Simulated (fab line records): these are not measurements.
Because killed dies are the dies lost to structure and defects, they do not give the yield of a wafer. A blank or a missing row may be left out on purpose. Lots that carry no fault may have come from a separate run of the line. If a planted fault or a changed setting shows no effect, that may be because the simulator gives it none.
The tool behind it: which one?    flow sfq-line    14 lots, 42 wafers sampled, at 2 steps of a route of 325

## WHAT EACH GAUGE READ, for each wafer
No reading from a measuring or inspecting step in the record can be judged against a usual standard deviation.

## WHICH TOOL RAN EACH LOT (tool, then ch and the chambers of the sampled wafers, then the start)
lot   SFQ_TRILAYER_I7_DEP_PECVD_183    SFQ_TRILAYER_I7_CMP_CMP_184
L845  pecvd-03 ch 0,1,2, day 72 08:07  cmp-01 ch 0,1,2, day 72 09:53
L847  pecvd-02 ch 0,1, day 76 08:19    cmp-01 ch 0,1,3, day 76 15:01
L848  pecvd-02 ch 0,1,2, day 76 13:23  cmp-02 ch 1,2,3, day 76 20:01
L849  pecvd-03 ch 0,1,2, day 76 18:14  cmp-01 ch 1,2,3, day 77 10:31
L850  pecvd-01 ch 0,1,2, day 76 21:50  cmp-02 ch 0,1, day 77 12:48
L851  pecvd-02 ch 1,2, day 76 23:14    cmp-02 ch 0,2,3, day 77 15:18
L852  pecvd-01 ch 0,2, day 77 00:11    cmp-01 ch 0,1,3, day 77 19:01
L853  pecvd-01 ch 0,2, day 77 08:54    cmp-02 ch 0,1, day 77 21:48
L855  pecvd-03 ch 0,1, day 81 03:29    cmp-02 ch 1,2, day 81 06:20
L859  pecvd-03 ch 0,1, day 85 20:13    cmp-02 ch 1,2, day 85 23:12
L861  pecvd-03 ch 0,1,2, day 86 06:50  cmp-02 ch 1,2, day 86 06:55
L866  pecvd-01 ch 0,1, day 89 03:29    cmp-02 ch 2,3, day 89 03:33
L867  pecvd-02 ch 1,2, day 89 06:17    cmp-01 ch 0,1,2, day 89 07:22
L868  pecvd-03 ch 0,1,2, day 89 13:37  cmp-02 ch 0,2, day 89 13:42
- SFQ_TRILAYER_I7_DEP_PECVD_183: deposits SiO2 from SiH4/N2O, time 111.11 s, target thk 500 nm.
- SFQ_TRILAYER_I7_CMP_CMP_184: polishes SiO2.

## AS READ BY THE TOOLS THEMSELVES (means over the sampled wafers that have a number; for cases with no such wafer, the mark the record gives instead)
SFQ_TRILAYER_I7_DEP_PECVD_183.
lot   tool      chamber-pressure-Torr (Torr)  heater-power-outer-w (W)  heater-power-w (W)  rf-fwd-power-W (W)  showerhead-vpp-V (V)  susceptor-temp-C (C)  throttle-valve-pct (%)
L845  pecvd-03  2.398                         32                        89                  182.8               827                   150.06                23.3
L847  pecvd-02  2.394                         31                        91                  182.3               836                   150.21                24.3
L848  pecvd-02  2.396                         34                        94                  182.2               807                   150.01                24.6
L849  pecvd-03  2.401                         33                        88                  182.8               833                   149.99                23.6
L850  pecvd-01  2.402                         35                        96                  182.1               844                   150.20                23.7
L851  pecvd-02  2.400                         37                        97                  182.9               774                   149.98                24.8
L852  pecvd-01  2.401                         27                        82                  181.3               866                   150.10                24.1
L853  pecvd-01  2.400                         28                        83                  182.4               871                   150.10                24.0
L855  pecvd-03  2.404                         29                        81                  183.8               823                   149.96                24.4
L859  pecvd-03  2.398                         9                         55                  256.0               997                   149.89                24.1
L861  pecvd-03  2.395                         10                        59                  256.2               986                   150.01                24.0
L866  pecvd-01  2.402                         37                        101                 182.8               839                   150.08                23.3
L867  pecvd-02  2.394                         40                        100                 182.3               793                   149.97                26.2
L868  pecvd-03  2.401                         35                        92                  182.5               836                   150.05                24.2

SFQ_TRILAYER_I7_CMP_CMP_184.
lot   tool    motor-current-A (A)  time-to-endpoint-s (s)
L845  cmp-01  10.2                 214
L847  cmp-01  10.5                 217
L848  cmp-02  9.7                  217
L849  cmp-01  10.4                 218
L850  cmp-02  10.0                 227
L851  cmp-02  9.9                  219
L852  cmp-01  10.2                 210
L853  cmp-02  10.2                 214
L855  cmp-02  8.9                  222
L859  cmp-02  8.7                  273
L861  cmp-02  8.6                  258
L866  cmp-02  10.3                 220
L867  cmp-01  10.3                 215
L868  cmp-02  9.0                  217

## THE ANSWER, worked out from the rows above alone
Rule: usual is defined by the lots themselves. The widest of any qualifying gaps counts: lots, ordered by their means at a reading, are off when they make up no more than a third of the lots, leave a main group of 4 or more, and stand apart from it by 3 or more times the standard deviation of that group's means. If all means in a main group match to the digits the tables above print for the reading, that group is not used. Also off: a lot with no number at a reading for which 4 or more lots have one. All remaining lots with rows at the step are treated as sound. First the gauges in route order, then the tools' own readings, where a lot's mean is used as printed above. At the first step where some lot is off, the reading lying furthest off is the one used; lots without a number count as furthest.
Off: L859, L861 (SFQ_TRILAYER_I7_DEP_PECVD_183, rf-fwd-power-W). The main group has a mean of 182.5 W with a standard deviation of 0.57.
If a tool, at that step or one of the process steps before it, ran each lot that is off and ran no sound lot following the first of them, it fits. No candidate that was tried fits.

## WHAT WAS PUT IN BY THE SIMULATOR
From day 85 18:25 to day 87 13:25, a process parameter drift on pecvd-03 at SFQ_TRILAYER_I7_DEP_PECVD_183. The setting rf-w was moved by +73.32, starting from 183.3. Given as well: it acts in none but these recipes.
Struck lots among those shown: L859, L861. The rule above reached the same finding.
